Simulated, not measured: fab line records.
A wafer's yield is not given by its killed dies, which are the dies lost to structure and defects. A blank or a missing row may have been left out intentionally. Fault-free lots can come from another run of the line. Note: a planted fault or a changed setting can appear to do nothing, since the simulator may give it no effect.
fab line records	flow sky130
record: lots: 13	wafers: 39	last-day: 49
route steps=708 shown VT_ADJUST_LVTN@115 VT_ADJUST_NCORE@126 SONOS_TUNNEL@158 SONOS_ONO@169 PAD_OPEN@708
lots untouched by any fault: they come from a run of this same line in which no faults occurred
start-h: the number of hours between the record's first day and the start of the first shown wafer of the lot	wait-h: how many hours have passed since the lot's step before this one	" same as the row above	L1.1+2: a single row standing in for several wafers	- no value, or no start was given	* or withheld: withheld	< > ~ a bound
route shown NAME@n: a module of which the file shows steps, and the number in the route of the first	usual: average and standard deviation across the fault-free wafers	same: alike in all rows	chamber/n: place in a boat	sites: the reading at each site	_std_site: standard deviation of those values	_edge_site: inner sites' mean taken away from outer sites' mean	radius-mm: how far each site lies from the wafer's centre	mask NAME#n: copy n	behind: the tool/chamber that last shaped the wafer	hold: cause of the lot's hold/its duration in hours/its outcome	device: which transistor (n, p or np) failed to switch	end of line: the tests these same wafers got at the end of their route	a step without rows: its recipe alone	killed: dies that structure and defects cost at the first sort, which is not the same as the wafer's yield	map: dies across one wafer; x = killed, . = not, _ = none there
set.NAME: the setting the step ran with; set.NAME@STEP: the setting that earlier step ran with	model.NAME: the simulator's own value behind a step, which no gauge read
the route's steps for a sample of lots (tables are steps, rows are wafers)
services: a tool's chamber out of use, with start hour (start-h, from the record's first day; less than 0 if before it), hours out, and reason
== steps ==
step: SKY_VT_ADJUST_LVTN_OVL_MEAS_18
usual: VT_ADJUST_LVTN_01_OVL: -1.4/1.6
lot.wafer	tool	chamber	start-h	wait-h	VT_ADJUST_LVTN_01_OVL[nm]
L451.1	overlay-01	-	161.60	0.1	-3.6
L451.3	"	-	"	"	-3.8
L451.4	"	-	"	"	-5.9
L452.4	overlay-01	-	167.61	0.1	1.0
L452.5	"	-	"	"	0.0
L452.6	"	-	"	"	-0.7
L453.3	overlay-01	-	178.51	0.1	-3.4
L453.5	"	-	"	"	-2.4
L453.6	"	-	"	"	-3.3
L456.1	overlay-02	-	194.13	0.1	-1.2
L456.2	"	-	"	"	-2.0
L456.6	"	-	"	"	-0.3
L457.1	overlay-02	-	200.44	0.1	-1.8
L457.3	"	-	"	"	-2.3
L457.4	"	-	"	"	-2.1
L458.1	overlay-02	-	209.00	0.1	-0.7
L458.3	"	-	"	"	-2.0
L458.4	"	-	"	"	-0.3
L459.3	overlay-01	-	219.10	0.1	-1.7
L459.5	"	-	"	"	-0.4
L459.6	"	-	"	"	-2.4
L462.2	overlay-02	-	235.84	0.1	1.0
L462.3	"	-	"	"	-0.4
L462.4	"	-	"	"	1.1
L465.3	overlay-01	-	260.30	0.1	-1.7
L465.4	"	-	"	"	-1.3
L465.5	"	-	"	"	-1.1
L466.1	overlay-01	-	261.24	0.1	-1.3
L466.2	"	-	"	"	-0.8
L466.4	"	-	"	"	-0.5
L467.2	overlay-01	-	267.99	0.1	-2.8
L467.3	"	-	"	"	-2.6
L467.6	"	-	"	"	-1.0
L468.1	overlay-01	-	284.23	0.1	-2.1
L468.4	"	-	"	"	-1.9
L468.5	"	-	"	"	-4.0
L469.3	overlay-01	-	284.54	0.1	1.4
L469.4	"	-	"	"	-0.2
L469.5	"	-	"	"	0.7
step: SKY_VT_ADJUST_NCORE_CD_MEAS_07
recipe: target-cd-nm: 380
usual: cd-nm: 379.9/2.7
lot.wafer	tool	chamber	start-h	wait-h	cd-nm
L451.1	cd-sem-01	-	182.43	0.1	383.6
L451.3	"	-	"	"	384.1
L451.4	"	-	"	"	386.2
L452.4	cd-sem-01	-	188.49	0.1	380.1
L452.5	"	-	"	"	380.1
L452.6	"	-	"	"	381.5
L453.3	cd-sem-01	-	200.06	0.2	378.4
L453.5	"	-	"	"	380.4
L453.6	"	-	"	"	378.9
L456.1	cd-sem-02	-	215.71	0.1	377.6
L456.2	"	-	"	"	378.5
L456.6	"	-	"	"	377.0
L457.1	cd-sem-02	-	221.78	0.1	378.1
L457.3	"	-	"	"	379.6
L457.4	"	-	"	"	378.4
L458.1	cd-sem-01	-	230.53	0.1	385.2
L458.3	"	-	"	"	383.0
L458.4	"	-	"	"	384.1
L459.3	cd-sem-01	-	240.93	0.1	377.7
L459.5	"	-	"	"	377.2
L459.6	"	-	"	"	378.9
L462.2	cd-sem-02	-	259.31	0.1	380.0
L462.3	"	-	"	"	381.2
L462.4	"	-	"	"	379.6
L465.3	cd-sem-02	-	284.33	0.1	377.9
L465.4	"	-	"	"	377.2
L465.5	"	-	"	"	380.4
L466.1	cd-sem-01	-	284.83	0.1	381.1
L466.2	"	-	"	"	380.1
L466.4	"	-	"	"	380.0
L467.2	cd-sem-01	-	292.38	0.1	378.5
L467.3	"	-	"	"	379.8
L467.6	"	-	"	"	382.3
L468.1	cd-sem-02	-	309.13	0.1	376.8
L468.4	"	-	"	"	375.0
L468.5	"	-	"	"	377.1
L469.3	cd-sem-02	-	310.00	0.1	381.5
L469.4	"	-	"	"	381.4
L469.5	"	-	"	"	380.9
step: SKY_SONOS_TUNNEL_EXPOSE_04
recipe: mask-id: TUNM	na: 0.6	source-shape: conventional	sigma-outer: 0.6	polarization: unpolarized	target-cd-nm: 410	dose-mj: 136
usual: exposure-dose-mJ-cm2: 135.89/0.14	focus-offset-nm: -0.1/0.52	reticle-temp-C: 22.99/0.097
same: na: 0.6
lot.wafer	tool	chamber	start-h	wait-h	mask	exposure-dose-mJ-cm2	focus-offset-nm	reticle-temp-C
L451.1	iline-stepper-02	0	236.77	-	TUNM#0	135.91	-0.1	22.98
L451.3	"	0	"	"	TUNM#0	136.00	0.5	23.05
L451.4	"	0	"	"	TUNM#0	136.02	0.5	23.03
L452.4	iline-stepper-02	0	243.29	-	TUNM#0	135.92	-0.6	22.82
L452.5	"	0	"	"	TUNM#0	135.87	1.2	22.95
L452.6	"	0	"	"	TUNM#0	135.92	0.5	22.87
L453.3	iline-stepper-01	0	257.26	-	TUNM#0	135.82	-0.5	23.03
L453.5	"	0	"	"	TUNM#0	135.88	-0.8	23.12
L453.6	"	0	"	"	TUNM#0	135.75	0.2	23.12
L456.1	iline-stepper-01	0	273.78	-	TUNM#0	135.99	0.1	23.00
L456.2	"	0	"	"	TUNM#0	135.96	-0.3	22.97
L456.6	"	0	"	"	TUNM#0	135.91	0.3	22.95
L457.1	iline-stepper-01	0	281.05	-	TUNM#0	135.83	0.1	23.22
L457.3	"	0	"	"	TUNM#0	135.98	-0.3	22.85
L457.4	"	0	"	"	TUNM#0	135.95	-0.4	23.09
L458.1	iline-stepper-02	0	290.92	-	TUNM#0	135.86	-0.4	22.95
L458.3	"	0	"	"	TUNM#0	135.82	0.3	22.84
L458.4	"	0	"	"	TUNM#0	135.89	0.2	23.07
L459.3	iline-stepper-01	0	303.31	-	TUNM#0	135.93	0.0	22.94
L459.5	"	0	"	"	TUNM#0	135.68	-0.4	22.96
L459.6	"	0	"	"	TUNM#0	136.15	0.3	22.86
L462.2	iline-stepper-02	0	321.52	-	TUNM#0	136.00	-0.7	23.03
L462.3	"	0	"	"	TUNM#0	135.84	-0.3	22.97
L462.4	"	0	"	"	TUNM#0	135.79	-0.5	23.05
L465.3	iline-stepper-01	0	349.95	-	TUNM#0	135.91	0.0	23.04
L465.4	"	0	"	"	TUNM#0	136.03	0.0	22.89
L465.5	"	0	"	"	TUNM#0	135.84	-0.7	23.00
L466.1	iline-stepper-02	0	351.42	-	TUNM#0	135.59	0.3	22.93
L466.2	"	0	"	"	TUNM#0	135.75	0.0	22.95
L466.4	"	0	"	"	TUNM#0	135.85	-0.2	22.93
L467.2	iline-stepper-01	0	358.68	-	TUNM#0	129.79	-1.6	22.96
L467.3	"	0	"	"	TUNM#0	129.87	-0.6	22.90
L467.6	"	0	"	"	TUNM#0	129.94	0.1	22.83
L468.1	iline-stepper-01	0	377.25	-	TUNM#0	131.08	-0.7	23.08
L468.4	"	0	"	"	TUNM#0	131.23	-0.1	22.93
L468.5	"	0	"	"	TUNM#0	131.06	-0.3	23.22
L469.3	iline-stepper-02	0	379.59	-	TUNM#0	135.90	-0.4	22.90
L469.4	"	0	"	"	TUNM#0	135.81	0.1	23.05
L469.5	"	0	"	"	TUNM#0	135.78	-0.8	23.07
step: SKY_SONOS_TUNNEL_CD_MEAS_07
recipe: target-cd-nm: 410
usual: cd-nm: 408.9/2.5
lot.wafer	tool	chamber	start-h	wait-h	cd-nm
L451.1	cd-sem-02	-	248.55	0.1	410.8
L451.3	"	-	"	"	410.7
L451.4	"	-	"	"	410.9
L452.4	cd-sem-01	-	255.15	0.1	410.7
L452.5	"	-	"	"	411.4
L452.6	"	-	"	"	408.8
L453.3	cd-sem-01	-	268.84	0.1	409.9
L453.5	"	-	"	"	411.1
L453.6	"	-	"	"	412.0
L456.1	cd-sem-01	-	285.69	0.1	407.9
L456.2	"	-	"	"	409.0
L456.6	"	-	"	"	408.8
L457.1	cd-sem-01	-	293.05	0.1	406.4
L457.3	"	-	"	"	407.8
L457.4	"	-	"	"	408.4
L458.1	cd-sem-02	-	303.75	0.1	405.7
L458.3	"	-	"	"	404.8
L458.4	"	-	"	"	402.1
L459.3	cd-sem-02	-	315.92	0.1	410.8
L459.5	"	-	"	"	409.8
L459.6	"	-	"	"	410.8
L462.2	cd-sem-02	-	334.82	0.1	403.0
L462.3	"	-	"	"	405.4
L462.4	"	-	"	"	404.7
L465.3	cd-sem-02	-	363.79	0.1	405.3
L465.4	"	-	"	"	407.1
L465.5	"	-	"	"	405.7
L466.1	cd-sem-02	-	365.65	0.1	412.2
L466.2	"	-	"	"	410.5
L466.4	"	-	"	"	409.5
L467.2	cd-sem-01	-	372.16	0.1	394.1
L467.3	"	-	"	"	395.9
L467.6	"	-	"	"	394.7
L468.1	cd-sem-02	-	390.35	0.1	399.8
L468.4	"	-	"	"	397.0
L468.5	"	-	"	"	399.2
L469.3	cd-sem-02	-	392.78	0.1	406.2
L469.4	"	-	"	"	406.6
L469.5	"	-	"	"	407.9
step: SKY_SONOS_ONO_THK_MEAS_01
recipe: reads: SiO2_of_SONOS_ONO_OXIDATION_00
usual: SONOS_ONO_OXIDATION_THK: 2.59/0.051
lot.wafer	tool	chamber	start-h	wait-h	SONOS_ONO_OXIDATION_THK[nm]
L451.1	film-metro-01	-	250.58	0.0	2.57
L451.3	"	-	"	"	2.57
L451.4	"	-	"	"	2.60
L452.4	film-metro-02	-	257.32	0.0	2.58
L452.5	"	-	"	"	2.59
L452.6	"	-	"	"	2.61
L453.3	film-metro-01	-	272.34	0.0	2.64
L453.5	"	-	"	"	2.56
L453.6	"	-	"	"	2.60
L456.1	film-metro-01	-	288.57	0.0	2.69
L456.2	"	-	"	"	2.65
L456.6	"	-	"	"	2.69
L457.1	film-metro-04	-	295.05	0.0	2.55
L457.3	"	-	"	"	2.50
L457.4	"	-	"	"	2.58
L458.1	film-metro-01	-	305.76	0.0	2.63
L458.3	"	-	"	"	2.59
L458.4	"	-	"	"	2.58
L459.3	film-metro-04	-	318.96	0.0	2.64
L459.5	"	-	"	"	2.54
L459.6	"	-	"	"	2.61
L462.2	film-metro-01	-	337.38	0.0	2.61
L462.3	"	-	"	"	2.60
L462.4	"	-	"	"	2.57
L465.3	film-metro-01	-	367.86	0.0	2.42
L465.4	"	-	"	"	2.53
L465.5	"	-	"	"	2.50
L466.1	film-metro-04	-	367.87	0.0	2.61
L466.2	"	-	"	"	2.58
L466.4	"	-	"	"	2.55
L467.2	film-metro-04	-	375.19	0.0	2.57
L467.3	"	-	"	"	2.64
L467.6	"	-	"	"	2.56
L468.1	film-metro-02	-	393.03	0.0	2.50
L468.4	"	-	"	"	2.62
L468.5	"	-	"	"	2.53
L469.3	film-metro-02	-	396.97	0.0	2.60
L469.4	"	-	"	"	2.58
L469.5	"	-	"	"	2.59
step: SKY_PAD_OPEN_PROBE_99
usual: killed_at_M0_to_M3: 43/6.4	killed_at_M4_up: 3.5/1.8	killed-at-contacts: 25/5.7	killed-at-front-end: 15/3.9	killed-at-other: 0.3/0.67	killed-dies: 87/8.6	killed-open: 47/6.7	killed-short: 39/5.9
same: gross-dies: 492	killed-at-back-side: 0
lot.wafer	tool	chamber	start-h	wait-h	killed_at_M0_to_M3	killed_at_M4_up	killed-at-contacts	killed-at-front-end	killed-at-other	killed-dies	killed-open	killed-short
L451.1	prober-02	-	1073.03	0.1	37	2	17	10	0	66	40	26
L451.3	prober-02	-	1073.13	0.2	35	5	27	14	2	83	45	38
L451.4	prober-02	-	1073.18	0.2	44	5	22	21	0	92	50	42
L452.4	prober-01	-	1074.68	0.2	46	4	20	15	1	86	44	42
L452.5	prober-01	-	1074.73	0.2	52	2	26	11	0	91	57	34
L452.6	prober-01	-	1074.78	0.2	32	6	32	19	0	89	44	44
L453.3	prober-01	-	1088.53	0.2	41	3	32	9	0	85	44	41
L453.5	prober-01	-	1088.63	0.2	38	3	29	18	0	88	46	41
L453.6	prober-01	-	1088.68	0.2	34	4	28	12	0	78	43	34
L456.1	prober-01	-	1109.13	0.1	52	5	21	20	0	98	52	45
L456.2	prober-01	-	1109.18	0.1	52	4	34	16	0	106	54	52
L456.6	prober-01	-	1109.38	0.2	42	2	23	19	0	86	40	46
L457.1	prober-02	-	1113.21	0.1	45	3	15	18	0	81	43	38
L457.3	prober-02	-	1113.31	0.2	38	4	23	14	0	79	49	30
L457.4	prober-02	-	1113.36	0.2	45	3	20	16	0	84	42	42
L458.1	prober-01	-	1116.71	0.1	29	1	23	11	0	64	32	32
L458.3	prober-01	-	1116.81	0.2	50	2	29	15	0	96	55	41
L458.4	prober-01	-	1116.86	0.2	42	2	22	10	0	76	41	35
L459.3	prober-02	-	1125.52	0.2	43	1	34	20	0	98	66	31
L459.5	prober-02	-	1125.62	0.2	43	6	25	21	0	95	50	44
L459.6	prober-02	-	1125.67	0.2	37	5	23	15	1	81	48	32
L462.2	prober-02	-	1142.18	0.1	43	3	23	15	0	84	37	46
L462.3	prober-02	-	1142.23	0.2	39	2	23	12	1	77	40	36
L462.4	prober-02	-	1142.28	0.2	31	4	29	12	0	76	45	31
L465.3	prober-02	-	1159.96	0.2	47	2	21	23	1	94	53	40
L465.4	prober-02	-	1160.01	0.2	53	7	17	13	0	90	47	43
L465.5	prober-02	-	1160.06	0.2	57	5	32	15	0	109	60	49
L466.1	prober-01	-	1165.31	0.1	47	2	23	12	0	84	46	38
L466.2	prober-01	-	1165.36	0.1	55	4	27	9	1	96	54	42
L466.4	prober-01	-	1165.46	0.2	32	5	29	17	1	84	49	35
L467.2	prober-02	-	1170.65	0.1	46	2	20	21	0	89	42	47
L467.3	prober-02	-	1170.70	0.2	46	2	20	20	0	88	47	41
L467.6	prober-02	-	1170.85	0.2	40	4	27	30	0	101	60	41
L468.1	prober-01	-	1173.26	0.1	30	3	33	9	0	75	35	40
L468.4	prober-01	-	1173.41	0.2	37	7	26	11	2	83	42	40
L468.5	prober-01	-	1173.46	0.2	41	1	26	25	0	93	54	39
L469.3	prober-02	-	1178.12	0.2	43	2	32	15	0	92	50	41
L469.4	prober-02	-	1178.17	0.2	46	5	16	18	1	86	45	40
L469.5	prober-02	-	1178.22	0.2	36	5	16	13	0	70	44	26
killed by level:class
L451.1 VIA3:geometric-particle:open=10 CONTACT:geometric-particle:open=6 VIA2:geometric-particle:open=6 POLY_GATE:geometric-particle:open=5 VIA1:geometric-particle:open=5 METAL1:geometric-particle:short=4 LI_CONTACT:geometric-particle:open=4 VIA2:geometric-particle:short=3
L451.3 LI_CONTACT:geometric-particle:open=9 CONTACT:geometric-particle:open=7 CONTACT:geometric-particle:short=7 VIA1:geometric-particle:open=6 VIA3:geometric-particle:open=6 METAL4:geometric-particle:short=5 POLY_GATE:geometric-particle:open=4 METAL2:geometric-particle:short=4
L451.4 VIA3:geometric-particle:open=10 VIA1:geometric-particle:open=8 LI_CONTACT:geometric-particle:open=8 FIELD_ISO:geometric-particle:open=7 SPACER:geometric-particle:short=6 CONTACT:geometric-particle:open=6 LOCAL_INTERCONNECT:geometric-particle:short=4 METAL4:geometric-particle:short=4
L452.4 CONTACT:geometric-particle:open=11 VIA1:geometric-particle:open=10 METAL2:geometric-particle:short=6 FIELD_ISO:geometric-particle:open=5 VIA1:geometric-particle:short=5 METAL1:geometric-particle:short=5 VIA2:geometric-particle:open=5 VIA3:geometric-particle:short=4
L452.5 VIA2:geometric-particle:open=11 LI_CONTACT:geometric-particle:open=10 VIA3:geometric-particle:open=8 CONTACT:geometric-particle:open=8 METAL2:geometric-particle:short=8 VIA1:geometric-particle:open=7 VIA2:geometric-particle:short=5 FIELD_ISO:geometric-particle:short=4
L452.6 LI_CONTACT:geometric-particle:open=12 METAL1:geometric-particle:short=8 LOCAL_INTERCONNECT:geometric-particle:short=7 FIELD_ISO:geometric-particle:open=6 VIA1:geometric-particle:open=6 CONTACT:geometric-particle:open=6 METAL2:geometric-particle:short=5 FIELD_ISO:geometric-particle:short=4
L453.3 LI_CONTACT:geometric-particle:open=8 VIA1:geometric-particle:open=8 CONTACT:geometric-particle:open=7 VIA1:geometric-particle:short=7 LI_CONTACT:geometric-particle:short=6 VIA3:geometric-particle:open=6 CONTACT:geometric-particle:short=5 METAL2:geometric-particle:short=5
L453.5 CONTACT:geometric-particle:open=9 LOCAL_INTERCONNECT:geometric-particle:short=7 VIA1:geometric-particle:open=7 VIA3:geometric-particle:open=7 FIELD_ISO:geometric-particle:short=6 FIELD_ISO:geometric-particle:open=5 METAL2:geometric-particle:short=5 VIA2:geometric-particle:open=5
L453.6 CONTACT:geometric-particle:open=13 VIA1:geometric-particle:open=8 LOCAL_INTERCONNECT:geometric-particle:short=5 METAL2:geometric-particle:short=5 METAL2:geometric-particle:open=5 VIA2:geometric-particle:open=5 LI_CONTACT:geometric-particle:open=4 CONTACT:geometric-particle:short=4
L456.1 VIA1:geometric-particle:open=15 METAL2:geometric-particle:short=9 LI_CONTACT:geometric-particle:open=8 FIELD_ISO:geometric-particle:open=7 CONTACT:geometric-particle:open=7 METAL1:geometric-particle:short=6 VIA3:geometric-particle:open=5 CONTACT:geometric-particle:short=5
L456.2 VIA1:geometric-particle:open=16 CONTACT:geometric-particle:short=10 CONTACT:geometric-particle:open=10 LI_CONTACT:geometric-particle:open=8 FIELD_ISO:geometric-particle:open=6 METAL2:geometric-particle:short=6 VIA2:geometric-particle:open=6 FIELD_ISO:geometric-particle:short=5
L456.6 VIA1:geometric-particle:open=10 METAL2:geometric-particle:short=8 CONTACT:geometric-particle:open=8 FIELD_ISO:geometric-particle:short=7 LI_CONTACT:geometric-particle:open=6 METAL1:geometric-particle:short=6 POLY_GATE:geometric-particle:short=4 VIA2:geometric-particle:open=4
L457.1 VIA1:geometric-particle:open=11 VIA3:geometric-particle:open=9 METAL1:geometric-particle:short=8 CONTACT:geometric-particle:open=7 FIELD_ISO:geometric-particle:short=6 METAL2:geometric-particle:short=6 POLY_GATE:geometric-particle:short=4 FIELD_ISO:geometric-particle:open=3
L457.3 VIA1:geometric-particle:open=11 LI_CONTACT:geometric-particle:open=8 CONTACT:geometric-particle:open=8 VIA3:geometric-particle:open=6 METAL1:geometric-particle:short=6 FIELD_ISO:geometric-particle:open=4 VIA2:geometric-particle:short=4 METAL4:geometric-particle:short=4
L457.4 VIA1:geometric-particle:open=8 METAL2:geometric-particle:short=8 CONTACT:geometric-particle:open=7 VIA3:geometric-particle:open=6 VIA1:geometric-particle:short=6 LI_CONTACT:geometric-particle:open=4 LI_CONTACT:geometric-particle:short=4 METAL1:geometric-particle:short=4
L458.1 CONTACT:geometric-particle:open=9 VIA1:geometric-particle:short=6 VIA1:geometric-particle:open=6 LI_CONTACT:geometric-particle:open=5 POLY_GATE:geometric-particle:short=4 LOCAL_INTERCONNECT:geometric-particle:short=4 POLY_GATE:geometric-particle:open=3 LI_CONTACT:geometric-particle:short=3
L458.3 CONTACT:geometric-particle:open=14 VIA1:geometric-particle:open=13 VIA1:geometric-particle:short=7 METAL1:geometric-particle:short=6 LOCAL_INTERCONNECT:geometric-particle:short=5 POLY_GATE:geometric-particle:open=4 VIA2:geometric-particle:short=4 VIA2:geometric-particle:open=4
L458.4 VIA1:geometric-particle:open=10 CONTACT:geometric-particle:open=10 METAL1:geometric-particle:short=9 LI_CONTACT:geometric-particle:open=6 METAL2:geometric-particle:short=6 VIA1:geometric-particle:short=6 POLY_GATE:geometric-particle:short=4 VIA2:geometric-particle:open=4
L459.3 CONTACT:geometric-particle:open=18 VIA1:geometric-particle:open=11 VIA3:geometric-particle:open=9 VIA2:geometric-particle:open=7 POLY_GATE:geometric-particle:open=6 LOCAL_INTERCONNECT:geometric-particle:short=6 VIA1:geometric-particle:short=5 FIELD_ISO:geometric-particle:short=4
L459.5 CONTACT:geometric-particle:open=12 POLY_GATE:geometric-particle:open=9 VIA1:geometric-particle:open=9 METAL2:geometric-particle:short=8 METAL1:geometric-particle:short=7 METAL4:geometric-particle:short=6 METAL1:geometric-particle:open=5 VIA1:geometric-particle:short=5
L459.6 CONTACT:geometric-particle:open=11 VIA1:geometric-particle:open=11 FIELD_ISO:geometric-particle:open=7 METAL1:geometric-particle:short=7 METAL4:geometric-particle:short=5 METAL3:geometric-particle:short=5 VIA3:geometric-particle:open=5 LI_CONTACT:geometric-particle:open=4
L462.2 CONTACT:geometric-particle:open=8 METAL2:geometric-particle:short=7 VIA1:geometric-particle:open=7 POLY_GATE:geometric-particle:short=5 LI_CONTACT:geometric-particle:short=5 VIA3:geometric-particle:short=5 VIA3:geometric-particle:open=5 VIA2:geometric-particle:open=4
L462.3 CONTACT:geometric-particle:open=9 VIA1:geometric-particle:open=9 VIA2:geometric-particle:open=6 POLY_GATE:geometric-particle:short=5 LI_CONTACT:geometric-particle:open=5 VIA3:geometric-particle:short=5 VIA3:geometric-particle:open=5 LOCAL_INTERCONNECT:geometric-particle:short=4
L462.4 CONTACT:geometric-particle:open=11 VIA1:geometric-particle:open=8 LI_CONTACT:geometric-particle:open=7 METAL2:geometric-particle:short=5 POLY_GATE:geometric-particle:open=4 LI_CONTACT:geometric-particle:short=3 LOCAL_INTERCONNECT:geometric-particle:short=3 CONTACT:geometric-particle:short=3
L465.3 CONTACT:geometric-particle:open=10 METAL2:geometric-particle:short=10 VIA2:geometric-particle:open=9 FIELD_ISO:geometric-particle:open=8 FIELD_ISO:geometric-particle:short=6 VIA1:geometric-particle:open=6 METAL1:geometric-particle:short=5 VIA3:geometric-particle:open=5
L465.4 VIA2:geometric-particle:open=9 VIA3:geometric-particle:open=9 CONTACT:geometric-particle:open=7 VIA1:geometric-particle:short=7 VIA1:geometric-particle:open=7 METAL2:geometric-particle:short=6 FIELD_ISO:geometric-particle:open=5 METAL1:geometric-particle:short=5
L465.5 VIA1:geometric-particle:open=16 LI_CONTACT:geometric-particle:open=11 CONTACT:geometric-particle:open=10 METAL2:geometric-particle:short=8 VIA1:geometric-particle:short=7 VIA3:geometric-particle:open=6 VIA2:geometric-particle:open=5 LI_CONTACT:geometric-particle:short=5
L466.1 VIA1:geometric-particle:open=12 CONTACT:geometric-particle:open=8 LI_CONTACT:geometric-particle:open=7 VIA1:geometric-particle:short=6 VIA3:geometric-particle:open=5 METAL1:geometric-particle:short=5 METAL2:geometric-particle:short=4 VIA2:geometric-particle:short=4
L466.2 VIA1:geometric-particle:open=21 LI_CONTACT:geometric-particle:open=10 METAL1:geometric-particle:short=10 VIA3:geometric-particle:open=8 LOCAL_INTERCONNECT:geometric-particle:short=6 CONTACT:geometric-particle:open=5 FIELD_ISO:geometric-particle:short=4 VIA2:geometric-particle:short=4
L466.4 LI_CONTACT:geometric-particle:open=8 CONTACT:geometric-particle:open=7 VIA2:geometric-particle:open=7 VIA1:geometric-particle:open=6 FIELD_ISO:geometric-particle:open=5 CONTACT:geometric-particle:short=5 LOCAL_INTERCONNECT:geometric-particle:short=5 METAL2:geometric-particle:short=5
L467.2 METAL2:geometric-particle:short=10 METAL1:geometric-particle:short=8 VIA3:geometric-particle:open=8 LI_CONTACT:geometric-particle:open=7 FIELD_ISO:geometric-particle:short=6 VIA2:geometric-particle:open=6 POLY_GATE:geometric-particle:open=5 CONTACT:geometric-particle:open=5
L467.3 VIA3:geometric-particle:open=9 FIELD_ISO:geometric-particle:open=8 CONTACT:geometric-particle:open=7 VIA3:geometric-particle:short=7 VIA2:geometric-particle:open=6 LI_CONTACT:geometric-particle:open=5 METAL1:geometric-particle:short=5 VIA1:geometric-particle:open=5
L467.6 LI_CONTACT:geometric-particle:open=10 VIA1:geometric-particle:open=10 FIELD_ISO:geometric-particle:short=7 CONTACT:geometric-particle:open=7 FIELD_ISO:geometric-particle:open=6 POLY_GATE:geometric-particle:open=6 METAL1:geometric-particle:short=6 VIA3:geometric-particle:open=6
L468.1 CONTACT:geometric-particle:open=10 LI_CONTACT:geometric-particle:open=7 CONTACT:geometric-particle:short=7 METAL2:geometric-particle:short=6 VIA3:geometric-particle:open=5 FIELD_ISO:geometric-particle:short=4 LOCAL_INTERCONNECT:geometric-particle:open=4 LOCAL_INTERCONNECT:geometric-particle:short=4
L468.4 CONTACT:geometric-particle:open=8 VIA2:geometric-particle:open=7 VIA1:geometric-particle:open=7 METAL1:geometric-particle:short=7 LOCAL_INTERCONNECT:geometric-particle:short=6 CONTACT:geometric-particle:short=6 METAL4:geometric-particle:short=5 VIA3:geometric-particle:open=4
L468.5 CONTACT:geometric-particle:open=12 METAL1:geometric-particle:short=8 VIA1:geometric-particle:open=7 FIELD_ISO:geometric-particle:short=6 VIA2:geometric-particle:open=6 POLY_GATE:geometric-particle:open=5 LI_CONTACT:geometric-particle:open=5 METAL3:geometric-particle:short=5
L469.3 VIA1:geometric-particle:open=11 LI_CONTACT:geometric-particle:open=10 CONTACT:geometric-particle:open=10 METAL2:geometric-particle:short=8 FIELD_ISO:geometric-particle:short=6 CONTACT:geometric-particle:short=6 LOCAL_INTERCONNECT:geometric-particle:short=4 POLY_GATE:geometric-particle:open=3
L469.4 VIA1:geometric-particle:open=15 POLY_GATE:geometric-particle:open=7 METAL1:geometric-particle:short=6 VIA1:geometric-particle:short=6 FIELD_ISO:geometric-particle:short=5 METAL2:geometric-particle:short=5 CONTACT:geometric-particle:open=5 VIA2:geometric-particle:open=4
L469.5 VIA1:geometric-particle:open=11 LI_CONTACT:geometric-particle:open=6 CONTACT:geometric-particle:open=6 VIA3:geometric-particle:open=6 FIELD_ISO:geometric-particle:short=4 VIA1:geometric-particle:short=4 VIA2:geometric-particle:open=4 METAL4:geometric-particle:short=4
== services ==
tool	chamber	start-h	hours	kind
iline-stepper-01	-	253.32	1.7	pm
iline-stepper-02	-	263.15	2.5	repair
iline-stepper-02	-	280.30	1.7	pm
iline-stepper-01	-	288.07	4.4	pm
iline-stepper-02	-	294.80	8.9	pm
iline-stepper-02	0	337.94	-	calibration
iline-stepper-01	-	370.16	2.1	pm
iline-stepper-01	-	372.24	-	consumable-replace:lamp
== key ==
first-sign: step: SKY_SONOS_TUNNEL_EXPOSE_04	reading: exposure-dose-mJ-cm2	direction: down	sigmas: 40	usual: *	struck: *
effect: step: SKY_SONOS_TUNNEL_CD_MEAS_07	reading: cd-nm	direction: down	sigmas: 4.8	usual: 408.9	struck: 396.8	through: control-loop
met-at SKY_SONOS_TUNNEL_EXPOSE_04
struck-lots L467,L468
tester-left-out L467,L468
loop-trim: step: SKY_SONOS_TUNNEL_EXPOSE_04	setting: dose	lots: L468
not-acting-at SKY_VT_ADJUST_LVTN_OVL_MEAS_18,SKY_VT_ADJUST_NCORE_CD_MEAS_07,SKY_SONOS_ONO_THK_MEAS_01
onset-between 349.95 358.68
fault: kind: process-parameter-drift	tool: iline-stepper-01	chamber: -	onset-h: 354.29	steps: SKY_SONOS_TUNNEL_EXPOSE_04	channel: dose-mj	offset: -6.0254	shape: step	acts-in: these-recipes-only	stated: 136
tester-left-out: of these lots the tester's yield and bins aren't shown, on N5 and GAA mostly nor the transistor test; their killed dies are dies lost to structure and defects alone, not to doping, threshold or leakage, so they don't give the yield
loop-trim: a control loop set the setting to another value than it would have without faults
